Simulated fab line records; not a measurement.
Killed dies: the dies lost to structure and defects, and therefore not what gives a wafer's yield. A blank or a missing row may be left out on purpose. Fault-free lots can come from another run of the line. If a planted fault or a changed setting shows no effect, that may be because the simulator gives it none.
Matching of chambers || flow sfq-line || SFQ_TRILAYER_A5B_CMP_CMP_130 on cmp-01: 4 sister chambers
The step polishes, stops on Nb, target thk 340.7 nm. 18 wafers are shown with their chamber, then 9 later ones without.

WAFERS WITH THEIR CHAMBER
{"wafer": "L264.4", "chamber": 0, "motor-current-A (A)": 9.4, "slurry-flow-ml-min": 149.2, "edge-zone-pressure-frac": 0.999}
{"wafer": "L264.2", "chamber": 2, "motor-current-A (A)": 11.7, "slurry-flow-ml-min": 149.3, "edge-zone-pressure-frac": 0.995}
{"wafer": "L264.5", "chamber": 0, "motor-current-A (A)": 9.5, "slurry-flow-ml-min": 149.8, "edge-zone-pressure-frac": 0.997}
{"wafer": "L268.3", "chamber": 1, "motor-current-A (A)": 12.1, "slurry-flow-ml-min": 150.4, "edge-zone-pressure-frac": 0.995}
{"wafer": "L268.2", "chamber": 3, "motor-current-A (A)": 11.4, "slurry-flow-ml-min": 149.7, "edge-zone-pressure-frac": 0.995}
{"wafer": "L268.4", "chamber": 0, "motor-current-A (A)": 9.6, "slurry-flow-ml-min": 149.4, "edge-zone-pressure-frac": 0.991}
{"wafer": "L270.1", "chamber": 3, "motor-current-A (A)": 10.9, "slurry-flow-ml-min": 150.5, "edge-zone-pressure-frac": 1.001}
{"wafer": "L270.3", "chamber": 0, "motor-current-A (A)": 9.5, "slurry-flow-ml-min": 150.1, "edge-zone-pressure-frac": 1.001}
{"wafer": "L270.5", "chamber": 0, "motor-current-A (A)": 10.0, "slurry-flow-ml-min": 150.6, "edge-zone-pressure-frac": 0.998}
{"wafer": "L275.1", "chamber": 0, "motor-current-A (A)": 9.5, "slurry-flow-ml-min": 149.6, "edge-zone-pressure-frac": 1.000}
{"wafer": "L275.3", "chamber": 2, "motor-current-A (A)": 11.8, "slurry-flow-ml-min": 149.8, "edge-zone-pressure-frac": 0.993}
{"wafer": "L275.4", "chamber": 3, "motor-current-A (A)": 11.1, "slurry-flow-ml-min": 149.6, "edge-zone-pressure-frac": 0.998}
{"wafer": "L277.3", "chamber": 2, "motor-current-A (A)": 11.1, "slurry-flow-ml-min": 149.8, "edge-zone-pressure-frac": 0.993}
{"wafer": "L277.4", "chamber": 0, "motor-current-A (A)": 9.7, "slurry-flow-ml-min": 150.0, "edge-zone-pressure-frac": 0.994}
{"wafer": "L277.5", "chamber": 2, "motor-current-A (A)": 11.1, "slurry-flow-ml-min": 150.6, "edge-zone-pressure-frac": 1.000}
{"wafer": "L279.2", "chamber": 2, "motor-current-A (A)": 11.0, "slurry-flow-ml-min": 149.6, "edge-zone-pressure-frac": 1.000}
{"wafer": "L279.4", "chamber": 0, "motor-current-A (A)": 9.4, "slurry-flow-ml-min": 149.9, "edge-zone-pressure-frac": 0.995}
{"wafer": "L279.6", "chamber": 2, "motor-current-A (A)": 11.4, "slurry-flow-ml-min": 149.3, "edge-zone-pressure-frac": 1.002}

SIGNATURES (means of the wafers above)
{"reading": "motor-current-A", "chamber 0": 9.575, "chamber 1": 12.100, "chamber 2": 11.350, "chamber 3": 11.133, "scatter within a chamber": 0.264}
{"reading": "slurry-flow-ml-min", "chamber 0": 149.825, "chamber 1": 150.400, "chamber 2": 149.733, "chamber 3": 149.933, "scatter within a chamber": 0.461}
{"reading": "edge-zone-pressure-frac", "chamber 0": 0.99687, "chamber 1": 0.99500, "chamber 2": 0.99717, "chamber 3": 0.99800, "scatter within a chamber": 0.00354}
Rule: a wafer lies at a distance from a chamber equal to the root of the sum of squares, over the readings, of (its reading less the chamber's mean, divided by the reading's scatter). If the next closest chamber is less than 2 further off than the closest, the wafer can't be placed; otherwise it belongs to the closest. The scatter: take each reading less its chamber's mean, square it, sum over the shown wafers, divide by the number of wafers less the number of chambers, and take the root.

WAFERS WITH NO CHAMBER GIVEN
{"wafer": "L281.3", "motor-current-A (A)": 9.2, "slurry-flow-ml-min": 150.1, "edge-zone-pressure-frac": 1.000}
{"wafer": "L281.1", "motor-current-A (A)": 11.1, "slurry-flow-ml-min": 150.4, "edge-zone-pressure-frac": 1.002}
{"wafer": "L281.2", "motor-current-A (A)": 11.6, "slurry-flow-ml-min": 149.4, "edge-zone-pressure-frac": 1.012}
{"wafer": "L283.1", "motor-current-A (A)": 11.8, "slurry-flow-ml-min": 149.2, "edge-zone-pressure-frac": 0.996}
{"wafer": "L283.2", "motor-current-A (A)": 9.5, "slurry-flow-ml-min": 150.0, "edge-zone-pressure-frac": 0.999}
{"wafer": "L283.3", "motor-current-A (A)": 11.1, "slurry-flow-ml-min": 150.5, "edge-zone-pressure-frac": 1.004}
{"wafer": "L285.3", "motor-current-A (A)": 9.4, "slurry-flow-ml-min": 149.2, "edge-zone-pressure-frac": 1.001}
{"wafer": "L285.5", "motor-current-A (A)": 11.3, "slurry-flow-ml-min": 149.3, "edge-zone-pressure-frac": 0.988}
{"wafer": "L285.6", "motor-current-A (A)": 11.4, "slurry-flow-ml-min": 149.4, "edge-zone-pressure-frac": 0.993}

WHICH CHAMBER EACH WENT THROUGH
{"wafer": "L281.3", "from the rows above": 0, "in truth": 0}
{"wafer": "L281.1", "from the rows above": "can't be placed: 3 or 2", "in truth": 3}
{"wafer": "L281.2", "from the rows above": "can't be placed: 2 or 3 or 1", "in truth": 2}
{"wafer": "L283.1", "from the rows above": "can't be placed: 2 or 1 or 3", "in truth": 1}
{"wafer": "L283.2", "from the rows above": 0, "in truth": 0}
{"wafer": "L283.3", "from the rows above": "can't be placed: 3 or 2", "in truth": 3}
{"wafer": "L285.3", "from the rows above": 0, "in truth": 0}
{"wafer": "L285.5", "from the rows above": "can't be placed: 2 or 3 or 1", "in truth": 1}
{"wafer": "L285.6", "from the rows above": "can't be placed: 2 or 3", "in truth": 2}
Correct placement for 3 of the 9. From these rows, 6 cannot be placed; in 6 the true chamber is one of the candidates. Number placed wrongly: 0.
